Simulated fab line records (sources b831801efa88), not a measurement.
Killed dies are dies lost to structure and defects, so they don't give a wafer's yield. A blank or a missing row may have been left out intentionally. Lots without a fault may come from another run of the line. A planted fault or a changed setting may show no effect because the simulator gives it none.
fab line records	flow sky130
[record] lots = 12	wafers = 36	last-day = 50
route steps=708 shown NWELL@78 POLY_GATE@236 LDD_N@252 SD_P@330
lots that met no fault: from a run of the same line without faults
start-h: hours from the record's opening day to when the first of the lot's shown wafers began	wait-h: time in hours since the lot's previous step	" repeats the value in the row above	L1.1+2: one row covering several wafers at once	- no value present, or no start provided	* or withheld: withheld	< > ~ a bound
route shown NAME@n: NAME is a module with steps in the file, n the number in the route of the first one	usual: mean/standard deviation of fault-free wafers	same: alike in all rows	chamber/n: place in a boat	sites: the reading at each site	_std_site: standard deviation across them	_edge_site: outer sites' mean less inner sites'	radius-mm: how far each site lies from the wafer's centre	mask NAME#n: copy n	behind: the tool/chamber that last shaped the wafer	hold: cause of the lot's hold/its duration in hours/its outcome	device: the n, p or np transistor that did not switch	end of line: tests of these same wafers at the route's end	a step given without rows: its recipe and nothing more	killed: at the first sort, the dies lost to defects and structure; wafer yield is something else	map: a wafer's dies, x killed, . not, _ none there
set.NAME: the setting the step ran with; set.NAME@STEP: the setting that earlier step ran with	model.NAME: the simulator's own value behind a step, which no gauge read
the route's steps for a sample of lots (tables are steps, rows are wafers)
services: from which hour (start-h, from the record's first day; less than 0 if before it) a tool's chamber was out of use, for how many hours, and why
[[steps]]
[step SKY_NWELL_STRIP_25]
[recipe] chemistry = O2/N2	power-w = 1400	pressure-mtorr = 1500	platen-temp-c = withheld	o2-flow-sccm = 3000	n2-flow-sccm = 300	overash-fraction = 0.5
[usual] drypump-motor-current-A = 5.76/0.29	oes-product-au = 0.723/0.0043	strip-time-to-endpoint-s = 36.92/0.1
[same] overash-fraction = 0.5
lot.wafer	tool	chamber	start-h	wait-h	drypump-motor-current-A	oes-product-au	rf-hours-counter-h	strip-time-to-endpoint-s
L619.1	plasma-asher-02	1	104.35	0.1	5.47	0.730	29	36.88
L619.2	"	0	"	"	6.13	0.721	29	36.85
L619.5	"	0	"	"	6.13	0.720	-	36.93
L621.1	plasma-asher-03	0	116.79	0.1	6.04	0.724	44	36.93
L621.3	"	0	"	"	6.04	0.720	-	36.88
L621.4	"	1	"	"	5.69	0.717	-	36.88
L622.2	plasma-asher-03	0	122.20	0.1	6.07	0.733	44	36.94
L622.5	"	0	"	"	6.05	0.719	-	36.93
L622.6	"	1	"	"	5.73	0.724	-	36.88
L627.2	plasma-asher-02	0	154.15	0.1	6.13	0.716	33	36.87
L627.5	"	1	"	"	5.46	0.724	-	36.86
L627.6	"	0	"	"	6.14	0.725	-	36.80
L628.3	plasma-asher-03	0	163.33	0.1	6.08	0.720	-	36.85
L628.4	"	1	"	"	5.70	0.722	-	36.90
L628.6	"	0	"	"	6.05	0.725	-	36.74
L629.1	plasma-asher-02	1	164.55	0.1	5.46	0.717	34	36.95
L629.3	"	1	"	"	5.47	0.716	-	36.87
L629.5	"	1	"	"	5.47	0.725	-	36.86
L632.1	plasma-asher-02	1	179.87	0.1	5.47	0.730	36	37.02
L632.2	"	0	"	"	6.13	0.726	36	36.97
L632.4	"	1	"	"	5.51	0.722	-	37.02
L636.3	plasma-asher-02	0	220.18	0.1	6.12	0.726	-	37.04
L636.4	"	1	"	"	5.47	0.717	-	37.03
L636.5	"	1	"	"	5.49	0.717	-	36.95
L638.1	plasma-asher-02	0	221.50	0.1	6.12	0.720	40	36.81
L638.3	"	0	"	"	6.12	0.720	-	36.89
L638.6	"	1	"	"	5.49	0.726	-	36.89
L640.2	plasma-asher-02	1	256.04	0.1	5.48	0.718	44	36.91
L640.4	"	0	"	"	6.14	0.721	-	36.88
L640.6	"	1	"	"	5.47	0.724	-	36.85
L642.2	plasma-asher-01	0	256.39	0.1	5.79	0.722	14	36.90
L642.3	"	1	"	"	5.29	0.721	-	36.97
L642.5	"	0	"	"	5.78	0.719	-	36.88
L641.1	plasma-asher-03	0	256.90	0.1	6.09	0.723	56	37.10
L641.2	"	1	"	"	5.70	0.723	56	37.11
L641.6	"	1	"	"	5.69	0.728	-	37.12
[step SKY_POLY_GATE_CD_MEAS_22]
[usual] cd-nm = 150/3.2
lot.wafer	tool	chamber	start-h	wait-h	cd-nm
L619.1	cd-sem-02	-	364.86	0.1	147
L619.2	"	-	"	"	151
L619.5	"	-	"	"	148
L621.1	cd-sem-01	-	390.16	0.1	151
L621.3	"	-	"	"	144
L621.4	"	-	"	"	144
L622.2	cd-sem-01	-	394.33	0.1	156
L622.5	"	-	"	"	143
L622.6	"	-	"	"	147
L627.2	cd-sem-02	-	446.53	0.1	150
L627.5	"	-	"	"	150
L627.6	"	-	"	"	153
L628.3	cd-sem-01	-	452.90	0.1	152
L628.4	"	-	"	"	149
L628.6	"	-	"	"	147
L629.1	cd-sem-01	-	460.82	0.1	153
L629.3	"	-	"	"	153
L629.5	"	-	"	"	153
L632.1	cd-sem-01	-	490.98	0.1	156
L632.2	"	-	"	"	154
L632.4	"	-	"	"	152
L636.3	cd-sem-01	-	534.77	0.1	144
L636.4	"	-	"	"	152
L636.5	"	-	"	"	150
L638.1	cd-sem-01	-	539.90	0.1	152
L638.3	"	-	"	"	156
L638.6	"	-	"	"	155
L642.2	cd-sem-01	-	585.19	0.1	152
L642.3	"	-	"	"	145
L642.5	"	-	"	"	150
L641.1	cd-sem-02	-	586.76	0.1	147
L641.2	"	-	"	"	153
L641.6	"	-	"	"	151
L640.2	cd-sem-01	-	586.88	0.1	150
L640.4	"	-	"	"	148
L640.6	"	-	"	"	148
[step SKY_LDD_N_IMPLANT_15]
[recipe] species = BF2	energy-kev = 50	dose-cm2 = 5e+12	tilt-deg = 30	rotation-deg = 270
[usual] dose-ions-cm2 = 4.999e+12/5.6e+09	end-station-pressure-torr = 5.01e-06/2.4e-07	faraday-current-uA = 28.2/0.5
lot.wafer	tool	chamber	start-h	wait-h	dose-ions-cm2	end-station-pressure-torr	faraday-current-uA
L619.1	implanter-04	0	393.66	0.1	4.998e+12	4.81e-06	27.7
L619.2	"	0	"	"	5.002e+12	4.94e-06	28.6
L619.5	"	0	"	"	5.001e+12	4.71e-06	28.0
L621.1	implanter-03	0	420.19	0.1	5e+12	5.25e-06	27.8
L621.3	"	0	"	"	5.011e+12	5.28e-06	27.8
L621.4	"	0	"	"	4.999e+12	4.56e-06	28.3
L622.2	implanter-02	0	425.21	0.1	5.002e+12	5.01e-06	28.2
L622.5	"	0	"	"	5.003e+12	4.98e-06	28.3
L622.6	"	0	"	"	4.995e+12	5.01e-06	28.5
L627.2	implanter-02	0	478.84	0.1	4.998e+12	5.33e-06	28.9
L627.5	"	0	"	"	4.995e+12	5.23e-06	28.3
L627.6	"	0	"	"	4.989e+12	4.78e-06	28.4
L628.3	implanter-03	0	484.24	0.1	5e+12	5.34e-06	28.6
L628.4	"	0	"	"	5e+12	5.01e-06	27.8
L628.6	"	0	"	"	4.991e+12	4.78e-06	28.2
L629.1	implanter-04	0	493.01	0.1	4.998e+12	5.34e-06	28.6
L629.3	"	0	"	"	4.998e+12	5.31e-06	27.4
L629.5	"	0	"	"	5e+12	4.62e-06	28.7
L632.1	implanter-03	0	522.79	0.1	5.001e+12	5.13e-06	28.8
L632.2	"	0	"	"	5e+12	4.68e-06	28.7
L632.4	"	0	"	"	4.997e+12	5.02e-06	28.1
L636.3	implanter-03	0	565.69	0.1	6.93e+11	5.14e-06	4.0
L636.4	"	0	"	"	7.01e+11	4.88e-06	4.0
L636.5	"	0	"	"	7.03e+11	4.91e-06	4.0
L638.1	implanter-03	0	570.56	0.1	7.01e+11	4.21e-06	3.9
L638.3	"	0	"	"	7.06e+11	4.98e-06	4.2
L638.6	"	0	"	"	6.98e+11	5.25e-06	4.0
L642.2	implanter-04	0	615.29	0.1	4.995e+12	4.84e-06	27.8
L642.3	"	0	"	"	5.004e+12	5.03e-06	28.9
L642.5	"	0	"	"	4.999e+12	4.93e-06	27.7
L641.1	implanter-04	0	617.06	0.1	4.99e+12	5.26e-06	28.4
L641.2	"	0	"	"	4.989e+12	5.15e-06	28.1
L641.6	"	0	"	"	4.988e+12	5e-06	28.5
L640.2	implanter-02	0	617.39	0.1	5.004e+12	5.25e-06	29.5
L640.4	"	0	"	"	5.012e+12	4.9e-06	27.9
L640.6	"	0	"	"	5.013e+12	5.03e-06	28.1
[step SKY_SD_P_STRIP_10]
[recipe] chemistry = O2/N2	power-w = 1400	pressure-mtorr = 1500	platen-temp-c = withheld	o2-flow-sccm = 3000	n2-flow-sccm = 300	overash-fraction = 0.5
[usual] drypump-motor-current-A = 5.74/0.29	oes-product-au = 0.618/0.0043	strip-time-to-endpoint-s = 17.48/0.047
[same] overash-fraction = 0.5
lot.wafer	tool	chamber	start-h	wait-h	drypump-motor-current-A	oes-product-au	rf-hours-counter-h	strip-time-to-endpoint-s
L619.1	plasma-asher-03	1	580.26	0.1	5.69	0.626	16	17.53
L619.2	"	0	"	"	6.05	0.627	16	17.54
L619.5	"	0	"	"	6.07	0.618	-	17.53
L621.1	plasma-asher-01	1	605.53	0.1	5.31	0.619	50	17.43
L621.3	"	0	"	"	5.79	0.615	-	17.46
L621.4	"	1	"	"	5.28	0.612	-	17.48
L622.2	plasma-asher-01	0	610.91	0.1	5.77	0.614	50	17.39
L622.5	"	1	"	"	5.29	0.619	-	17.38
L622.6	"	0	"	"	5.75	0.623	-	17.36
L627.2	plasma-asher-01	0	661.21	0.1	5.75	0.613	55	17.45
L627.5	"	0	"	"	5.78	0.624	-	17.47
L627.6	"	1	"	"	5.30	0.622	-	17.44
L628.3	plasma-asher-01	0	663.32	0.1	5.77	0.610	-	17.48
L628.4	"	1	"	"	5.28	0.613	-	17.48
L628.6	"	0	"	"	5.76	0.612	-	17.48
L629.1	plasma-asher-03	0	672.26	0.1	6.07	0.621	26	17.59
L629.3	"	0	"	"	6.10	0.614	-	17.52
L629.5	"	1	"	"	5.73	0.616	-	17.53
L632.1	plasma-asher-03	0	699.21	0.1	6.05	0.614	28	17.47
L632.2	"	1	"	"	5.69	0.619	28	17.47
L632.4	"	0	"	"	6.04	0.619	-	17.48
L636.3	plasma-asher-01	1	740.02	0.1	5.31	0.624	-	17.52
L636.4	"	0	"	"	5.78	0.613	-	17.54
L636.5	"	1	"	"	5.31	0.617	-	17.57
L638.1	plasma-asher-02	0	742.68	0.1	6.12	0.622	88	17.52
L638.3	"	1	"	"	5.48	0.621	-	17.48
L638.6	"	1	"	"	5.47	0.617	-	17.55
L642.2	plasma-asher-01	1	785.62	0.1	5.28	0.607	68	17.52
L642.3	"	0	"	"	5.78	0.622	-	17.50
L642.5	"	1	"	"	5.29	0.612	-	17.50
L641.1	plasma-asher-02	1	788.82	0.1	5.45	0.616	93	17.42
L641.2	"	0	"	"	6.13	0.621	93	17.41
L641.6	"	0	"	"	6.14	0.619	-	17.43
L640.2	plasma-asher-02	0	790.22	0.1	6.14	0.618	93	17.44
L640.4	"	0	"	"	6.12	0.621	-	17.43
L640.6	"	0	"	"	6.14	0.615	-	17.46
[[services]]
tool	chamber	start-h	hours	kind
plasma-asher-01	-	108.75	9.0	pm
implanter-03	-	132.86	1.8	repair
plasma-asher-01	-	171.49	0.9	repair
implanter-03	-	204.65	0.6	repair
plasma-asher-03	-	213.85	14.6	pm
implanter-03	-	224.61	12.4	repair
implanter-03	-	242.36	3.4	pm
implanter-03	-	245.76	3.4	pm
implanter-03	-	249.70	3.3	repair
plasma-asher-01	-	278.31	0.7	repair
plasma-asher-03	-	344.54	0.8	repair
implanter-03	-	350.67	1.8	repair
implanter-03	-	352.38	0.6	repair
implanter-03	-	406.44	3.6	repair
implanter-03	-	414.54	4.3	repair
plasma-asher-03	-	421.25	9.0	pm
plasma-asher-02	-	441.23	12.9	repair
plasma-asher-02	-	492.32	2.8	pm
plasma-asher-01	-	524.41	2.6	repair
plasma-asher-01	-	640.54	2.8	pm
plasma-asher-02	-	646.47	9.9	repair
plasma-asher-02	-	661.93	15.6	pm
plasma-asher-03	-	715.15	0.7	repair
plasma-asher-01	-	742.18	4.1	repair
[[key]]
[first-sign] step = SKY_LDD_N_IMPLANT_15	reading = dose-ions-cm2	direction = down	sigmas = 99+	usual = *	struck = *
[effect] step = SKY_LDD_N_IMPLANT_15	reading = faraday-current-uA	direction = down	sigmas = 49	usual = 28.2	struck = 4.0
met-at SKY_LDD_N_IMPLANT_15
struck-lots L636,L638
tester-left-out L636,L638
not-acting-at SKY_NWELL_STRIP_25,SKY_POLY_GATE_CD_MEAS_22,SKY_SD_P_STRIP_10
onset-between 522.79 565.69
[fault] kind = process-parameter-drift	tool = implanter-03	chamber = -	onset-h = 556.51	steps = SKY_LDD_N_IMPLANT_15	channel = dose-cm2	offset = *	shape = step	end-h = 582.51	acts-in = *	stated = *
// tester-left-out: of these lots the tester's yield and bins aren't shown, on N5 and GAA mostly nor the transistor test; their killed dies are dies lost to structure and defects alone, not to doping, threshold or leakage, so they don't give the yield
